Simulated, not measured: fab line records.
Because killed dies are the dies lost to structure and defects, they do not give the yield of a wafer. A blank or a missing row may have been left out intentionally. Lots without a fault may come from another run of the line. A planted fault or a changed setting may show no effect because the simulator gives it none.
Which of the tools did it? | flow sky130 | 18 wafers from 6 lots sampled at 2 of the route's 708 steps

== WHAT THE GAUGES READ, wafer by wafer ==
SKY_VIA3_OVL_MEAS_13.
lot  | measured     | on         | VIA3_OVL (nm)
L132 | day 40 14:47 | overlay-01 | 0 3 -1
L136 | day 41 14:39 | overlay-02 | -5 0 -3
L139 | day 42 04:46 | overlay-01 | 6 5 7
L142 | day 43 04:27 | overlay-01 | -6 -1 -5
L144 | day 43 14:51 | overlay-02 | 7 13 2
L146 | day 44 04:47 | overlay-01 | -3 2 -1

== TOOL THAT RAN EACH LOT (tool first, then ch and the chambers of the sampled wafers, then the start) ==
lot  | SKY_VIA3_DEVELOP_11
L132 | lithoTrack-02 ch 0, day 40 14:00
L136 | lithoTrack-03 ch 0, day 41 14:00
L139 | lithoTrack-01 ch 0, day 42 04:00
L142 | lithoTrack-03 ch 0, day 43 04:00
L144 | lithoTrack-03 ch 0, day 43 14:00
L146 | lithoTrack-02 ch 0, day 44 04:00
- SKY_VIA3_DEVELOP_11: develop time 60 s.

== THE ANSWER, worked out from the rows above alone ==
Rule: the usual values come from the lots themselves. The widest of any qualifying gaps counts: lots, ordered by their means at a reading, are off when they make up no more than a third of the lots, leave a main group of 4 or more, and stand apart from it by 3 or more times the standard deviation of that group's means. A main group whose means are all the same, to the digits that the tables above print for the reading, isn't used. A lot without any number at a reading at which 4 lots or more have one is off too. The other lots that the step has rows for count as sound.
No lot is off on any of the readings shown, so nothing can be concluded from this.

== WHAT WAS PUT IN BY THE SIMULATOR ==
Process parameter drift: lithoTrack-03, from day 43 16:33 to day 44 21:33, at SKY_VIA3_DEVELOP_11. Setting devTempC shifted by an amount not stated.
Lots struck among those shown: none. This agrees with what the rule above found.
